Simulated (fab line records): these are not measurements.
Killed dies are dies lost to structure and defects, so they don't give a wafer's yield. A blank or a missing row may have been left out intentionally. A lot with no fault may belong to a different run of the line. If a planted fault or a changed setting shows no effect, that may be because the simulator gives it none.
fab line records	flow sky130
record: lots: 10	wafers: 30	lastDay: 51
route steps=708 shown METAL1@453 VIA1@481 METAL5@676 PAD_OPEN@708
lots that met no fault: from a run of the same line without faults
startH: the number of hours between the record's first day and the start of the first shown wafer of the lot	waitH: hours since the lot's step before	" same as the row above	L1.1+2: a single row standing in for several wafers	- value missing, or start not given	* or withheld: withheld	< > ~ a bound
route shown NAME@n: a module of which the file shows steps, and the number in the route of the first	usual: the fault-free wafers' mean and standard deviation	same: alike in all rows	chamber/n: place in a boat	sites: the reading at each site	_std_site: how widely they spread, as a standard deviation	_edge_site: inner sites' mean taken away from outer sites' mean	radiusMm: for every site, how far away it sits from the centre of the wafer	mask NAME#n: copy n	behind: the most recent tool/chamber to have shaped the wafer	hold: reason for holding the lot/hours on hold/outcome of the hold	device: the n, p or np transistor that did not switch	end of line: at the end of the route, the tests of the same wafers	for a step that has no rows: nothing shown but its recipe	killed: count of dies lost to structure and defects at first sort (not the wafer's yield)	map: per-die view of a wafer (x killed, . not killed, _ where there is no die)
set.NAME: the run value of the setting; set.NAME@STEP: its run value at that earlier step	model.NAME: the simulator's own value behind a step, which no gauge read
the route's steps for a sample of lots (tables are steps, rows are wafers)
services: from which hour (startH, from the record's first day; less than 0 if before it) a tool's chamber was out of use, for how many hours, and why
== steps ==
step: SKY_METAL1_METAL_ETCH_19
recipe: targetDepthA: 3600	stopOn: SiO2	overEtchFrac: 0.3	timeS: 78	chemistry: Cl2/BCl3	resistSidewallDeg: 88	pressureMtorr: 10	icpW: 900	biasW: 48.5	Cl2_flow_sccm: 60	bcl3FlowSccm: 30
usual: bcl3FlowSccm: 30.00/0.091	drypumpMotorCurrentA: 5.94/0.16	oesProductAu: 0.857/0.0053	throttleValvePct: 22.263/0.0089
lot.wafer	tool	chamber	startH	waitH	bcl3FlowSccm	drypumpMotorCurrentA	oesProductAu	rfHoursCounterH	throttleValvePct
L527.1	rieMetal-02	0	802.01	0.0	30.01	5.90	0.861	2	22.267
L527.3	"	0	"	"	30.16	5.87	0.860	-	22.266
L527.5	"	0	"	"	29.97	5.86	0.857	-	22.275
L530.1	rieMetal-01	0	817.85	0.1	29.94	5.77	0.849	7	22.256
L530.4	"	0	"	"	30.13	5.78	0.854	-	22.257
L530.5	"	1	"	"	30.12	6.04	0.850	-	22.269
L533.1	rieMetal-01	1	839.86	0.0	30.11	6.04	0.863	15	22.265
L533.2	"	0	"	"	30.02	5.78	0.866	8	22.251
L533.3	"	1	"	"	30.04	6.06	0.859	-	22.257
L539.2	rieMetal-01	1	887.73	0.1	29.97	6.05	0.859	-	22.255
L539.3	"	1	"	"	30.08	6.06	0.855	-	22.277
L539.5	"	1	"	"	30.07	6.03	0.858	-	22.259
L541.1	rieMetal-01	1	899.01	0.1	30.00	6.06	0.845	17	22.261
L541.2	"	1	"	"	29.97	6.04	0.856	-	22.264
L541.4	"	1	"	"	30.03	6.06	0.862	-	22.253
L542.1	rieMetal-03	1	905.86	0.0	30.12	5.65	0.860	13	22.255
L542.2	"	0	"	"	29.87	6.25	0.861	3	22.260
L542.3	"	0	"	"	30.02	6.24	0.846	-	22.271
L543.1	rieMetal-01	1	909.31	0.0	29.96	6.04	0.863	18	22.256
L543.5	"	1	"	"	30.00	6.04	0.850	-	22.269
L543.6	"	0	"	"	30.04	5.78	0.856	-	22.278
L544.1	rieMetal-02	1	915.47	0.0	30.08	6.01	0.862	14	22.267
L544.3	"	0	"	"	29.98	5.88	0.858	-	22.274
L544.5	"	1	"	"	30.13	6.06	0.859	-	22.267
L545.2	rieMetal-02	0	929.06	0.0	29.98	5.88	0.857	7	22.246
L545.3	"	0	"	"	29.92	5.88	0.851	-	22.254
L545.6	"	1	"	"	29.79	6.06	0.856	-	22.255
L548.4	rieMetal-03	0	943.50	0.1	29.89	6.22	0.859	-	22.258
L548.5	"	0	"	"	29.90	6.21	0.860	-	22.271
L548.6	"	1	"	"	29.96	5.64	0.856	-	22.270
step: SKY_METAL1_STRIP_20
recipe: chemistry: O2/N2	powerW: 1400	pressureMtorr: 1500	platenTempC: withheld	o2FlowSccm: 3000	n2FlowSccm: 300	overashFraction: 0.5
usual: drypumpMotorCurrentA: 5.6/0.4	oesProductAu: 0.343/0.0046	stripTimeToEndpointS: 2.693/0.028
lot.wafer	tool	chamber	startH	waitH	drypumpMotorCurrentA	oesProductAu	rfHoursCounterH	stripTimeToEndpointS
L527.1	plasmaAsher-01	1	802.10	0.1	5.1	0.346	6	2.741
L527.3	"	0	"	"	6.0	0.345	-	2.757
L527.5	"	1	"	"	5.1	0.344	-	2.694
L530.1	plasmaAsher-01	1	817.97	0.1	5.1	0.346	7	2.721
L530.4	"	1	"	"	5.1	0.347	-	2.700
L530.5	"	1	"	"	5.1	0.348	-	2.691
L533.1	plasmaAsher-02	1	839.95	0.1	6.1	0.338	73	2.682
L533.2	"	0	"	"	6.0	0.354	73	2.717
L533.3	"	1	"	"	6.2	0.343	-	2.685
L539.2	plasmaAsher-02	1	887.88	0.1	6.1	0.347	77	2.693
L539.3	"	0	"	"	6.0	0.332	-	2.671
L539.5	"	1	"	"	6.1	0.342	-	2.708
L541.1	plasmaAsher-01	1	899.19	0.1	5.2	0.351	15	2.716
L541.2	"	0	"	"	6.0	0.349	15	2.690
L541.4	"	0	"	"	6.0	0.346	-	2.709
L542.1	plasmaAsher-01	1	905.95	0.1	5.2	0.339	16	2.655
L542.2	"	0	"	"	6.0	0.344	16	2.667
L542.3	"	1	"	"	5.1	0.338	-	2.691
L543.1	plasmaAsher-01	1	909.40	0.1	5.2	0.345	16	2.722
L543.5	"	0	"	"	6.0	0.346	-	2.682
L543.6	"	1	"	"	5.1	0.343	-	2.735
L544.1	plasmaAsher-03	1	915.56	0.1	5.2	0.345	52	2.689
L544.3	"	0	"	"	5.4	0.351	-	2.733
L544.5	"	1	"	"	5.2	0.343	-	2.669
L545.2	plasmaAsher-02	0	929.15	0.1	6.0	0.340	81	2.682
L545.3	"	1	"	"	6.1	0.348	-	2.699
L545.6	"	0	"	"	5.9	0.342	-	2.681
L548.4	plasmaAsher-02	0	943.59	0.1	6.0	0.346	-	2.707
L548.5	"	0	"	"	6.0	0.345	-	2.701
L548.6	"	1	"	"	6.1	0.340	-	2.675
step: SKY_VIA1_THK_MEAS_23
recipe: thkMeasGauge: xrf	reads: W_of_VIA1_CVD_21
usual: VIA1_W_THK: 281/3.6
lot.wafer	tool	chamber	startH	waitH	VIA1_W_THK[nm]
L527.1	filmMetro-03	-	829.87	0.1	277
L527.3	"	-	"	"	279
L527.5	"	-	"	"	278
L530.1	filmMetro-01	-	847.22	0.1	281
L530.4	"	-	"	"	287
L530.5	"	-	"	"	281
L533.1	filmMetro-02	-	869.33	0.1	282
L533.2	"	-	"	"	280
L533.3	"	-	"	"	279
L539.2	filmMetro-01	-	915.88	0.1	279
L539.3	"	-	"	"	283
L539.5	"	-	"	"	278
L541.1	filmMetro-03	-	927.03	0.1	282
L541.2	"	-	"	"	286
L541.4	"	-	"	"	284
L542.1	filmMetro-03	-	934.20	0.1	287
L542.2	"	-	"	"	283
L542.3	"	-	"	"	283
L543.1	filmMetro-01	-	936.98	0.1	278
L543.5	"	-	"	"	276
L543.6	"	-	"	"	280
L544.1	filmMetro-03	-	942.96	0.1	282
L544.3	"	-	"	"	285
L544.5	"	-	"	"	282
L545.2	filmMetro-01	-	956.18	0.1	277
L545.3	"	-	"	"	279
L545.6	"	-	"	"	278
L548.4	filmMetro-02	-	970.01	0.1	281
L548.5	"	-	"	"	284
L548.6	"	-	"	"	284
step: SKY_METAL5_METAL_ETCH_15
recipe: targetDepthA: 12600	stopOn: SiO2	overEtchFrac: 0.2	timeS: 252	chemistry: Cl2/BCl3	resistSidewallDeg: 86	pressureMtorr: 10	icpW: 900	biasW: 48.5	Cl2_flow_sccm: 60	bcl3FlowSccm: 30
usual: bcl3FlowSccm: 30.01/0.093	drypumpMotorCurrentA: 5.94/0.26	oesProductAu: 0.894/0.0049	throttleValvePct: 22.264/0.0096
lot.wafer	tool	chamber	startH	waitH	bcl3FlowSccm	drypumpMotorCurrentA	oesProductAu	rfHoursCounterH	throttleValvePct
L527.1	rieMetal-03	0	1067.28	0.0	30.10	6.23	0.900	12	22.256
L527.3	"	0	"	"	30.04	6.23	0.895	-	22.299
L527.5	"	0	"	"	30.04	6.20	0.892	-	22.262
L530.1	rieMetal-04	1	1081.40	0.0	30.02	5.55	0.886	11	22.269
L530.4	"	0	"	"	29.91	5.73	0.893	-	22.267
L530.5	"	0	"	"	29.96	5.71	0.894	-	22.266
L533.1	rieMetal-02	1	1097.68	0.0	29.92	6.07	0.886	5	22.266
L533.2	"	0	"	"	29.94	5.86	0.885	16	22.268
L533.3	"	1	"	"	30.01	6.12	0.890	-	22.260
L539.2	rieMetal-03	0	1136.99	0.0	30.00	6.22	0.896	17	22.253
L539.3	"	1	"	"	29.81	5.62	0.891	-	22.275
L539.5	"	0	"	"	30.16	6.20	0.895	-	22.262
L541.1	rieMetal-02	1	1145.40	0.0	30.02	6.00	0.896	9	22.266
L541.2	"	0	"	"	29.97	5.88	0.892	20	22.273
L541.4	"	1	"	"	30.01	6.02	0.886	-	22.265
L542.1	rieMetal-03	1	1150.88	0.0	29.88	5.63	0.886	28	22.255
L542.2	"	0	"	"	30.09	6.20	0.896	19	22.265
L542.3	"	1	"	"	30.01	5.64	0.894	-	22.274
L543.1	rieMetal-02	1	1151.15	0.0	30.20	6.05	0.788	9	22.275
L543.5	"	1	"	"	30.14	6.08	0.905	-	22.277
L543.6	"	0	"	"	30.04	5.86	0.887	-	22.260
L544.1	rieMetal-04	0	1156.50	0.0	29.94	5.71	0.892	25	22.255
L544.3	"	0	"	"	30.06	5.74	0.894	-	22.243
L544.5	"	1	"	"	30.05	5.59	0.892	-	22.266
L545.2	rieMetal-02	1	1166.78	0.0	29.88	6.11	0.785	11	22.250
L545.3	"	1	"	"	29.85	6.08	0.893	-	22.257
L545.6	"	1	"	"	30.03	6.06	0.892	-	22.269
L548.4	rieMetal-03	0	1176.32	0.3	30.01	6.22	0.899	-	22.256
L548.5	"	0	"	"	30.02	6.22	0.887	-	22.258
L548.6	"	0	"	"	29.95	6.25	0.899	-	22.268
step: SKY_METAL5_STRIP_16
recipe: chemistry: O2/N2	powerW: 1400	pressureMtorr: 1500	platenTempC: withheld	o2FlowSccm: 3000	n2FlowSccm: 300	overashFraction: 0.5
usual: drypumpMotorCurrentA: 5.8/0.4	oesProductAu: 0.710/0.0045	stripTimeToEndpointS: 13.01/0.1
lot.wafer	tool	chamber	startH	waitH	drypumpMotorCurrentA	oesProductAu	rfHoursCounterH	stripTimeToEndpointS
L527.1	plasmaAsher-02	0	1067.51	0.2	6.0	0.714	96	13.20
L527.3	"	1	"	"	6.1	0.715	-	13.08
L527.5	"	1	"	"	6.1	0.719	-	13.10
L530.1	plasmaAsher-02	0	1081.63	0.2	6.0	0.722	97	13.24
L530.4	"	1	"	"	6.1	0.714	-	13.18
L530.5	"	0	"	"	6.0	0.705	-	13.06
L533.1	plasmaAsher-01	1	1097.91	0.2	5.1	0.713	34	13.03
L533.2	"	0	"	"	6.0	0.712	34	13.18
L533.3	"	1	"	"	5.1	0.702	-	13.01
L539.2	plasmaAsher-04	1	1137.23	0.2	6.1	0.710	7	13.08
L539.3	"	1	"	"	6.1	0.703	-	12.98
L539.5	"	0	"	"	5.3	0.718	-	13.03
L541.1	plasmaAsher-04	0	1145.63	0.2	5.3	0.712	8	12.87
L541.2	"	1	"	"	6.2	0.705	8	12.93
L541.4	"	1	"	"	6.2	0.703	-	12.78
L542.1	plasmaAsher-02	1	1151.11	0.2	6.1	0.714	104	12.97
L542.2	"	0	"	"	6.0	0.704	104	13.07
L542.3	"	1	"	"	6.2	0.708	-	13.06
L543.1	plasmaAsher-04	0	1151.38	0.2	5.2	0.709	8	16.19
L543.5	"	1	"	"	6.1	0.709	-	13.10
L543.6	"	0	"	"	5.2	0.705	-	13.17
L544.1	plasmaAsher-02	1	1156.73	0.2	6.1	0.713	104	13.10
L544.3	"	0	"	"	6.0	0.711	-	12.92
L544.5	"	0	"	"	5.9	0.707	-	13.13
L545.2	plasmaAsher-01	1	1167.01	0.2	5.1	0.719	41	16.13
L545.3	"	1	"	"	5.1	0.715	-	12.76
L545.6	"	1	"	"	5.1	0.710	-	12.86
L548.4	plasmaAsher-02	1	1176.59	0.2	6.1	0.705	-	12.90
L548.5	"	0	"	"	5.9	0.712	-	13.09
L548.6	"	1	"	"	6.1	0.708	-	12.98
step: SKY_PAD_OPEN_PROBE_99
usual: defectLimitedYield: 82.3/1.8	killed_at_M0_to_M3: 43/6.9	killed_at_M4_up: 3.2/1.6	killedAtContacts: 25/5.1	killedAtFrontEnd: 16/4.5	killedAtOther: 0.3/0.68	killedDies: 87/8.9	killedOnRim: 16/3.6	killedOpen: 48/6.9	killedShort: 39/6.3	sort_bin_3_pad_short: 0.8/0.4	sort_bin_5_function: 10.5/1.4	sort_bin_6_memory: 6.4/1.1	sortNPass: 405/8.9	sortYieldPct: 82.3/1.8
same: grossDies: 492	killedAtBackSide: 0	sort_bin_4_leakage[%]: 0	sort_bin_8_speed[%]: 0
lot.wafer	tool	chamber	startH	waitH	defectLimitedYield[%]	killed_at_M0_to_M3	killed_at_M4_up	killedAtContacts	killedAtFrontEnd	killedAtOther	killedDies	killedOnRim	killedOpen	killedShort	sort_bin_3_pad_short[%]	sort_bin_5_function[%]	sort_bin_6_memory[%]	sortNPass	sortYieldPct[%]
L527.1	prober-02	-	1114.58	0.1	83.9	39	3	31	6	0	79	13	43	36	0.8	9.6	5.7	413	83.9
L527.3	prober-02	-	1114.68	0.2	81.5	36	4	24	26	1	91	14	43	48	1.0	12.0	5.5	401	81.5
L527.5	prober-02	-	1114.78	0.2	81.7	40	2	26	22	0	90	19	45	45	0.8	12.0	5.5	402	81.7
L530.1	prober-01	-	1128.53	0.1	78.7	55	1	31	18	0	105	19	59	46	0.8	12.6	7.9	387	78.7
L530.4	prober-01	-	1128.68	0.2	83.9	42	3	22	11	1	79	14	44	35	1.0	7.9	7.1	413	83.9
L530.5	prober-01	-	1128.73	0.2	82.3	50	2	23	12	0	87	14	53	34	0.2	11.4	6.1	405	82.3
L533.1	prober-01	-	1141.63	0.1	83.9	44	5	20	10	0	79	13	39	40	0.2	11.0	4.9	413	83.9
L533.2	prober-01	-	1141.68	0.1	85.4	34	3	25	10	0	72	13	40	32	0	8.9	5.7	420	85.4
L533.3	prober-01	-	1141.73	0.2	81.9	43	5	30	11	0	89	13	48	41	1.2	10.2	6.7	403	81.9
L539.2	prober-01	-	1177.89	0.1	80.5	46	4	23	22	1	96	21	49	47	1.2	12.2	6.1	396	80.5
L539.3	prober-01	-	1177.94	0.2	83.5	39	3	26	13	0	81	16	42	39	0	9.3	7.1	411	83.5
L539.5	prober-01	-	1178.04	0.2	79.9	53	6	23	16	1	99	20	56	42	0.8	10.8	8.5	393	79.9
L541.1	prober-01	-	1184.73	0.1	79.5	50	6	29	16	0	101	17	61	40	1.6	12.2	6.7	391	79.5
L541.2	prober-01	-	1184.78	0.1	77.8	51	2	35	21	0	109	17	55	54	1.0	13.6	7.5	383	77.8
L541.4	prober-01	-	1184.88	0.2	81.5	43	3	32	12	1	91	17	48	43	0.4	11.0	7.1	401	81.5
L542.1	prober-02	-	1190.78	0.1	83.3	46	2	18	16	0	82	14	39	43	1.6	9.6	5.5	410	83.3
L542.2	prober-02	-	1190.83	0.1	84.6	33	3	22	18	0	76	19	39	37	0.8	8.5	6.1	416	84.6
L542.3	prober-02	-	1190.88	0.2	84.1	42	4	24	8	0	78	17	43	35	0.8	10.0	5.1	414	84.1
L543.1	prober-01	-	1190.89	0.1	0	43	410	16	23	0	492	96	42	41	1.0	91.9	7.1	0	0
L543.5	prober-01	-	1191.09	0.2	83.7	39	4	26	11	0	80	15	44	35	0.8	10.4	5.1	412	83.7
L543.6	prober-01	-	1191.14	0.2	82.3	46	1	25	15	0	87	15	50	37	1.2	10.6	5.9	405	82.3
L544.1	prober-02	-	1195.97	0.1	81.7	49	1	29	6	5	90	16	56	31	1.0	11.6	5.7	402	81.7
L544.3	prober-02	-	1196.07	0.2	81.7	43	3	21	22	1	90	13	47	42	0.8	11.2	6.3	402	81.7
L544.5	prober-02	-	1196.17	0.2	80.7	47	5	30	13	0	95	18	54	41	0.4	12.4	6.5	397	80.7
L545.2	prober-02	-	1204.93	0.1	0	52	391	34	14	1	492	96	59	44	1.2	91.9	6.9	0	0
L545.3	prober-02	-	1204.98	0.2	83.1	47	4	24	8	0	83	9	55	28	0.4	11.2	5.3	409	83.1
L545.6	prober-02	-	1205.13	0.2	82.3	43	2	26	16	0	87	20	53	34	0.6	10.6	6.5	405	82.3
L548.4	prober-02	-	1213.18	0.2	79.9	50	4	26	19	0	99	16	52	47	1.2	11.6	7.3	393	79.9
L548.5	prober-02	-	1213.23	0.2	81.7	45	2	20	21	2	90	20	52	37	1.2	9.1	7.9	402	81.7
L548.6	prober-02	-	1213.28	0.2	80.5	40	7	30	19	0	96	21	44	51	1.2	10.2	8.1	396	80.5
killed by level:class
L527.1 LI_CONTACT:geometricParticle:open=9 CONTACT:geometricParticle:open=9 VIA2:geometricParticle:open=9 VIA1:geometricParticle:short=6 VIA1:geometricParticle:open=6 LOCAL_INTERCONNECT:geometricParticle:short=5 VIA3:geometricParticle:open=5 CONTACT:geometricParticle:short=4
L527.3 CONTACT:geometricParticle:open=9 METAL2:geometricParticle:short=7 LI_CONTACT:geometricParticle:open=7 VIA1:geometricParticle:open=7 POLY_GATE:geometricParticle:open=6 POLY_GATE:geometricParticle:short=5 CONTACT:geometricParticle:short=5 VIA3:geometricParticle:open=5
L527.5 CONTACT:geometricParticle:open=11 VIA2:geometricParticle:open=9 POLY_GATE:geometricParticle:short=8 VIA3:geometricParticle:open=7 VIA1:geometricParticle:open=7 CONTACT:geometricParticle:short=6 FIELD_ISO:geometricParticle:short=5 LI_CONTACT:geometricParticle:open=4
L530.1 METAL2:geometricParticle:short=11 VIA1:geometricParticle:open=11 CONTACT:geometricParticle:open=10 LI_CONTACT:geometricParticle:open=10 VIA3:geometricParticle:open=9 POLY_GATE:geometricParticle:open=6 VIA2:geometricParticle:open=6 LI_CONTACT:geometricParticle:short=5
L530.4 VIA1:geometricParticle:open=9 VIA2:geometricParticle:open=8 CONTACT:geometricParticle:short=7 CONTACT:geometricParticle:open=6 METAL1:geometricParticle:short=6 LI_CONTACT:geometricParticle:open=5 METAL2:geometricParticle:short=5 FIELD_ISO:geometricParticle:open=3
L530.5 VIA2:geometricParticle:open=11 LI_CONTACT:geometricParticle:open=8 CONTACT:geometricParticle:open=8 VIA1:geometricParticle:open=8 METAL2:geometricParticle:short=8 VIA3:geometricParticle:open=7 FIELD_ISO:geometricParticle:open=5 CONTACT:geometricParticle:short=5
L533.1 VIA1:geometricParticle:open=11 METAL1:geometricParticle:short=6 CONTACT:geometricParticle:short=5 CONTACT:geometricParticle:open=5 VIA1:geometricParticle:short=5 METAL2:geometricParticle:short=5 VIA2:geometricParticle:open=5 POLY_GATE:geometricParticle:short=4
L533.2 CONTACT:geometricParticle:open=10 VIA1:geometricParticle:open=8 VIA3:geometricParticle:open=8 LI_CONTACT:geometricParticle:open=5 LOCAL_INTERCONNECT:geometricParticle:short=5 METAL1:geometricParticle:short=5 FIELD_ISO:geometricParticle:short=4 POLY_GATE:geometricParticle:open=4
L533.3 VIA1:geometricParticle:open=12 CONTACT:geometricParticle:open=11 LI_CONTACT:geometricParticle:open=6 METAL1:geometricParticle:short=6 CONTACT:geometricParticle:short=5 VIA2:geometricParticle:short=5 VIA3:geometricParticle:open=5 LOCAL_INTERCONNECT:geometricParticle:short=4
L539.2 VIA1:geometricParticle:open=14 VIA3:geometricParticle:open=8 FIELD_ISO:geometricParticle:short=7 CONTACT:geometricParticle:short=7 LI_CONTACT:geometricParticle:open=7 VIA3:geometricParticle:short=6 VIA1:geometricParticle:short=6 CONTACT:geometricParticle:open=5
L539.3 CONTACT:geometricParticle:open=12 METAL1:geometricParticle:short=8 VIA1:geometricParticle:open=8 FIELD_ISO:geometricParticle:open=6 LI_CONTACT:geometricParticle:open=6 VIA1:geometricParticle:short=6 VIA3:geometricParticle:open=4 VIA3:geometricParticle:short=4
L539.5 VIA2:geometricParticle:open=10 CONTACT:geometricParticle:open=10 FIELD_ISO:geometricParticle:open=9 VIA1:geometricParticle:short=9 VIA1:geometricParticle:open=8 METAL1:geometricParticle:short=7 VIA3:geometricParticle:open=6 CONTACT:geometricParticle:short=4
L541.1 CONTACT:geometricParticle:open=13 VIA1:geometricParticle:open=10 VIA2:geometricParticle:open=9 VIA3:geometricParticle:open=7 CONTACT:geometricParticle:short=6 VIA2:geometricParticle:short=6 LI_CONTACT:geometricParticle:open=5 POLY_GATE:geometricParticle:open=4
L541.2 VIA1:geometricParticle:open=13 CONTACT:geometricParticle:short=11 CONTACT:geometricParticle:open=10 LI_CONTACT:geometricParticle:open=7 METAL1:geometricParticle:short=6 VIA2:geometricParticle:open=6 VIA2:geometricParticle:short=4 POLY_CUT:geometricParticle:short=4
L541.4 VIA1:geometricParticle:open=13 CONTACT:geometricParticle:open=12 LI_CONTACT:geometricParticle:open=7 LOCAL_INTERCONNECT:geometricParticle:short=7 VIA1:geometricParticle:short=7 VIA2:geometricParticle:open=6 CONTACT:geometricParticle:short=5 VIA3:geometricParticle:open=5
L542.1 METAL2:geometricParticle:short=8 VIA3:geometricParticle:open=8 VIA2:geometricParticle:open=7 VIA2:geometricParticle:short=7 CONTACT:geometricParticle:open=6 VIA1:geometricParticle:open=5 LI_CONTACT:geometricParticle:short=4 FIELD_ISO:geometricParticle:open=3
L542.2 VIA3:geometricParticle:open=9 FIELD_ISO:geometricParticle:open=6 LI_CONTACT:geometricParticle:open=5 LOCAL_INTERCONNECT:geometricParticle:short=5 VIA1:geometricParticle:open=5 VIA2:geometricParticle:open=5 FIELD_ISO:geometricParticle:short=4 CONTACT:geometricParticle:short=4
L542.3 CONTACT:geometricParticle:open=10 VIA2:geometricParticle:open=8 VIA1:geometricParticle:open=7 VIA3:geometricParticle:open=7 FIELD_ISO:geometricParticle:short=5 LI_CONTACT:geometricParticle:open=5 METAL1:geometricParticle:open=4 CONTACT:geometricParticle:short=4
L543.1 METAL5:areaEtch=408 VIA1:geometricParticle:open=14 LI_CONTACT:geometricParticle:open=7 POLY_GATE:geometricParticle:short=6 METAL1:geometricParticle:short=6 FIELD_ISO:geometricParticle:open=5 VIA3:geometricParticle:open=5 FIELD_ISO:geometricParticle:short=4
L543.5 VIA3:geometricParticle:open=11 CONTACT:geometricParticle:short=10 VIA1:geometricParticle:open=9 LI_CONTACT:geometricParticle:open=7 CONTACT:geometricParticle:open=5 VIA2:geometricParticle:open=4 METAL4:geometricParticle:short=4 FIELD_ISO:geometricParticle:open=3
L543.6 VIA1:geometricParticle:open=14 LI_CONTACT:geometricParticle:open=8 CONTACT:geometricParticle:open=7 VIA1:geometricParticle:short=7 VIA2:geometricParticle:open=6 POLY_GATE:geometricParticle:open=4 LI_CONTACT:geometricParticle:short=4 CONTACT:geometricParticle:short=4
L544.1 VIA1:geometricParticle:open=21 CONTACT:geometricParticle:open=12 LI_CONTACT:geometricParticle:open=7 VIA3:geometricParticle:open=7 METAL1:geometricParticle:short=6 LI_CONTACT:geometricParticle:short=5 CONTACT:geometricParticle:short=3 VIA1:geometricParticle:short=3
L544.3 VIA1:geometricParticle:open=11 VIA3:geometricParticle:open=9 CONTACT:geometricParticle:open=7 VIA1:geometricParticle:short=7 FIELD_ISO:geometricParticle:open=6 FIELD_ISO:geometricParticle:short=6 POLY_GATE:geometricParticle:open=5 LI_CONTACT:geometricParticle:open=5
L544.5 CONTACT:geometricParticle:open=12 VIA2:geometricParticle:open=10 VIA1:geometricParticle:open=9 LI_CONTACT:geometricParticle:open=7 VIA2:geometricParticle:short=5 VIA3:geometricParticle:open=5 FIELD_ISO:geometricParticle:open=4 CONTACT:geometricParticle:short=4
L545.2 METAL5:areaEtch=389 VIA2:geometricParticle:open=13 CONTACT:geometricParticle:open=13 VIA1:geometricParticle:open=11 FIELD_ISO:geometricParticle:open=8 LOCAL_INTERCONNECT:geometricParticle:short=7 LI_CONTACT:geometricParticle:open=6 VIA3:geometricParticle:open=6
L545.3 VIA1:geometricParticle:open=12 CONTACT:geometricParticle:open=9 VIA2:geometricParticle:open=9 VIA1:geometricParticle:short=6 VIA3:geometricParticle:open=6 LI_CONTACT:geometricParticle:open=5 FIELD_ISO:geometricParticle:open=4 LI_CONTACT:geometricParticle:short=4
L545.6 CONTACT:geometricParticle:open=12 VIA1:geometricParticle:open=9 VIA2:geometricParticle:open=7 FIELD_ISO:geometricParticle:open=5 VIA3:geometricParticle:open=5 LI_CONTACT:geometricParticle:open=5 METAL1:geometricParticle:short=5 FIELD_ISO:geometricParticle:short=4
L548.4 VIA1:geometricParticle:open=15 CONTACT:geometricParticle:open=9 CONTACT:geometricParticle:short=7 VIA3:geometricParticle:open=7 LOCAL_INTERCONNECT:geometricParticle:short=6 VIA1:geometricParticle:short=6 FIELD_ISO:geometricParticle:short=5 FIELD_ISO:geometricParticle:open=5
L548.5 VIA1:geometricParticle:open=16 CONTACT:geometricParticle:open=13 FIELD_ISO:geometricParticle:open=7 VIA3:geometricParticle:open=7 VIA3:geometricParticle:short=5 FIELD_ISO:geometricParticle:short=4 LOCAL_INTERCONNECT:geometricParticle:short=4 VIA2:geometricParticle:short=4
L548.6 CONTACT:geometricParticle:open=10 METAL1:geometricParticle:short=9 LI_CONTACT:geometricParticle:open=6 METAL2:geometricParticle:short=6 FIELD_ISO:geometricParticle:short=5 POLY_GATE:geometricParticle:open=5 LOCAL_INTERCONNECT:geometricParticle:short=5 CONTACT:geometricParticle:short=5
== services ==
tool	chamber	startH	hours	kind
plasmaAsher-03	-	791.15	0.8	repair
rieMetal-03	0	804.88	-	clean
rieMetal-03	0	804.88	20.7	scheduledDown
rieMetal-01	-	829.61	0.4	repair
rieMetal-04	0	830.66	21.1	repair
plasmaAsher-02	-	837.47	0.3	repair
plasmaAsher-02	-	862.05	0.6	repair
plasmaAsher-02	-	867.50	2.8	pm
plasmaAsher-01	-	881.08	1.8	repair
plasmaAsher-01	-	940.85	2.7	repair
plasmaAsher-02	-	949.75	1.8	repair
rieMetal-02	0	952.25	3.7	repair
rieMetal-01	0	963.91	4.2	repair
rieMetal-02	-	973.37	0.6	repair
rieMetal-04	0	985.94	1.2	repair
rieMetal-02	1	988.39	-	clean
rieMetal-02	1	988.39	12.7	scheduledDown
rieMetal-02	1	988.39	12.7	ventCycle
rieMetal-02	1	1045.82	5.2	repair
plasmaAsher-04	-	1055.25	9.0	pm
plasmaAsher-01	-	1090.32	3.4	repair
rieMetal-03	0	1158.97	1.2	repair
plasmaAsher-04	-	1167.40	2.8	pm
rieMetal-04	0	1176.49	13.7	repair
== key ==
firstSign: step: SKY_METAL5_METAL_ETCH_15	reading: oesProductAu	direction: down	sigmas: 22	usual: 0.894	struck: 0.787
effect: step: SKY_METAL5_STRIP_16	reading: stripTimeToEndpointS	direction: up	sigmas: 31	usual: *	struck: *
effect: step: SKY_PAD_OPEN_PROBE_99	reading: killed_at_M4_up	direction: up	sigmas: 99+	usual: 3.2	struck: 400.5
moreKillsBornAt: SKY_METAL5_METAL_ETCH_15@rieMetal-02: 797
metAt SKY_METAL5_METAL_ETCH_15
struckLots L543,L545
struckWafers L543.1,L545.2
laterRowsLeftOut L543.1,L545.2
notActingAt SKY_METAL1_METAL_ETCH_19,SKY_METAL1_STRIP_20,SKY_VIA1_THK_MEAS_23
onsetBetween 1145.40 1151.15
fault: kind: processParameterDrift	tool: rieMetal-02	chamber: -	onsetH: 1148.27	steps: SKY_METAL5_METAL_ETCH_15	channel: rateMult	offset: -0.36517	shape: step	endH: 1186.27	scope: struckWafersOnly
laterRowsLeftOut: the simulator's readings of these wafers behind a module that went badly wrong aren't trusted and aren't shown, but for the sort
